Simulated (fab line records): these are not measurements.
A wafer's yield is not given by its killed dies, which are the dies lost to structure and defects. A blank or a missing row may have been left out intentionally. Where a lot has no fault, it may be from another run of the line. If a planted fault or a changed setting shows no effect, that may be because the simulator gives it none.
A lot that was struck, set against a sound lot :: flow sky130 :: 18 steps out of a route of 708
Sound: wafers L375.1, L375.4, L375.6. Struck: wafers L382.4, L382.5, L382.6. At the end, the cause is stated.
Each step with rows lists, per side, the tool, then ch with its chambers, then its first start. Under that, the readings that differ: sound wafers :: struck wafers :: difference of the means :: sigmas: that difference in standard deviations of wafers without a fault.
alike: readings with means less than 2 such deviations apart, plus words and numbers identical on both sides. not compared: withheld readings, readings lacking a value on some wafer, bounds such as >300 that could conceal the same value, and numbers that have no deviation in the record and whose values overlap.
A row with sigmas, a row that says differs or no value, or rows on one side alone: a step with any of these is where the two part. Numbers that don't overlap but have no deviation are shown without sigmas and don't part them. A reading missing from all wafers of one side parts the sides only when that side holds two or more wafers.

SKY_RES_XHIGH_STRIP_08: strips in O2/N2.
  sound on plasmaAsher-01 ch 0,1, day 29 09:34; struck on plasmaAsher-02 ch 0,1, day 31 19:56
  alike: drypumpMotorCurrentA, oesProductAu, stripTimeToEndpointS
  not compared: rfHoursCounterH
SKY_RES_XHIGH_TW_MEAS_09:
  sound on filmMetro-01, day 29 09:40; struck on filmMetro-02, day 31 20:02
reading: RES_XHIGH_TW
sound: 1615 1606 1603
struck: 1647 1633 1634
difference: +30
sigmas: +2
then, 7 steps without rows for these wafers: SKY_SD_N_DEHYDRATE_00 (time 60 s); SKY_SD_N_HMDS_01 (prime time 60 s); SKY_SD_N_COAT_02 (resist thk 1140 nm); SKY_SD_N_SOFTBAKE_03 (time 60 s); SKY_SD_N_EXPOSE_04 (exposes mask NSDM, target cd 380 nm); SKY_SD_N_PEB_05; SKY_SD_N_DEVELOP_06 (develop time 60 s).
SKY_SD_N_CD_MEAS_07: the cd target is 380 nm.
  sound on cdSem-01, day 30 13:13; struck on cdSem-02, day 32 22:38
  alike: cdNm
SKY_SD_N_OVL_MEAS_08:
  sound on overlay-01, day 30 13:20; struck on overlay-01, day 32 22:43
  alike: SD_N_OVL
then, 1 step without rows for these wafers: SKY_SD_N_IMPLANT_09.
SKY_SD_N_IMPLANT_10:
  struck on implanter-04, day 32 22:58; sound on implanter-04 ch 0, day 30 13:31
  no value came back on the struck wafers for beamEnergyKeV, beamOnS (s); on the sound wafers beamEnergyKeV reads 20.001 20.009 20.003
SKY_SD_N_STRIP_11: strips in O2/N2.
  sound on plasmaAsher-02 ch 0,1, day 30 13:40; struck on plasmaAsher-01 ch 0,1, day 32 23:04
reading: stripTimeToEndpointS (s)
sound: 22.57 22.53 22.55
struck: 22.48 22.44 22.44
difference: -0.10
sigmas: -2
  alike: drypumpMotorCurrentA, oesProductAu
  not compared: rfHoursCounterH
SKY_SD_N_TW_MEAS_12:
  sound on filmMetro-01, day 30 13:46; struck on filmMetro-04, day 32 23:10
  alike: SD_N_TW
then, 1 step without rows for these wafers: SKY_SD_N_CLEAN_13 (cleans in SC1/SC2, time 150 s).
SKY_SD_N_RTA_14: time 2 s.
  sound on rtpAnneal-02 ch 0, day 30 13:53; struck on rtpAnneal-01 ch 0, day 32 23:16
  alike: lampPowerPct, wafer_temp_C_max
SKY_SD_N_RS_MEAS_16: measurement is done with a four-point probe.
  sound on filmMetro-04, day 30 14:04; struck on filmMetro-04, day 32 23:29
reading: SD_N_RS (ohm/sq)
sound: 68.49 68.64 68.61
struck: 70.73 70.58 70.68
difference: +2.08
sigmas: +19

WHERE THEY PART
Last at SKY_SD_N_RS_MEAS_16 as far as this record goes, first at SKY_RES_XHIGH_TW_MEAS_09.

WHY: what had been put in by the simulator
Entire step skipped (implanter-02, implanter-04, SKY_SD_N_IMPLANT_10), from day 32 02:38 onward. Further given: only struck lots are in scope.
